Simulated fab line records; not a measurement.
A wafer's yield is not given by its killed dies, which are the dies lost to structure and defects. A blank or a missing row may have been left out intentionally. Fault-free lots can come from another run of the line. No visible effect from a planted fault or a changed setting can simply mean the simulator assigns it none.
Chamber matching / flow gf180mcu / cmp-01 running GF_V1_CMP_04: 4 sister chambers
The step polishes SiO2. 4 wafers are shown with their chamber, then 7 later ones without.

## WAFERS PAIRED WITH THEIR CHAMBERS
wafer=L792.6; chamber=2; motorCurrentA (A)=12.4
wafer=L793.3; chamber=1; motorCurrentA (A)=12.6
wafer=L795.2; chamber=3; motorCurrentA (A)=9.9
wafer=L795.3; chamber=0; motorCurrentA (A)=9.8

## WAFERS MISSING THEIR CHAMBER
wafer=L795.6; motorCurrentA (A)=10.1
wafer=L797.2; motorCurrentA (A)=12.5
wafer=L797.4; motorCurrentA (A)=10.2
wafer=L797.6; motorCurrentA (A)=13.5
wafer=L809.1; motorCurrentA (A)=10.1
wafer=L809.2; motorCurrentA (A)=10.1
wafer=L809.6; motorCurrentA (A)=9.8

## THE CHAMBER EACH PASSED THROUGH
wafer=L795.6; from the rows above=can't be placed: 3 or 0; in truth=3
wafer=L797.2; from the rows above=can't be placed: 1 or 2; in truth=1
wafer=L797.4; from the rows above=can't be placed: 3 or 0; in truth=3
wafer=L797.6; from the rows above=can't be placed: 1 or 2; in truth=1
wafer=L809.1; from the rows above=can't be placed: 3 or 0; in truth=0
wafer=L809.2; from the rows above=can't be placed: 3 or 0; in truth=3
wafer=L809.6; from the rows above=can't be placed: 0 or 3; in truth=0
Correct placement for 0 of the 7. These rows do not allow placing 7 (true chamber among the candidates in 7). Wrongly placed: 0.
How it was worked out, from the rows above alone: a wafer's distance from a chamber is the root of the sum, over the readings, of the square of ((its reading less the chamber's mean) divided by the reading's scatter). The wafer belongs to the nearest chamber; if the next one is less than 2 further off, it can't be placed. For every chamber, the mean is computed from those of its wafers that are shown. The scatter: root of mean squared gap, hidden wafer to nearest shown wafer, with one shown wafer a chamber.
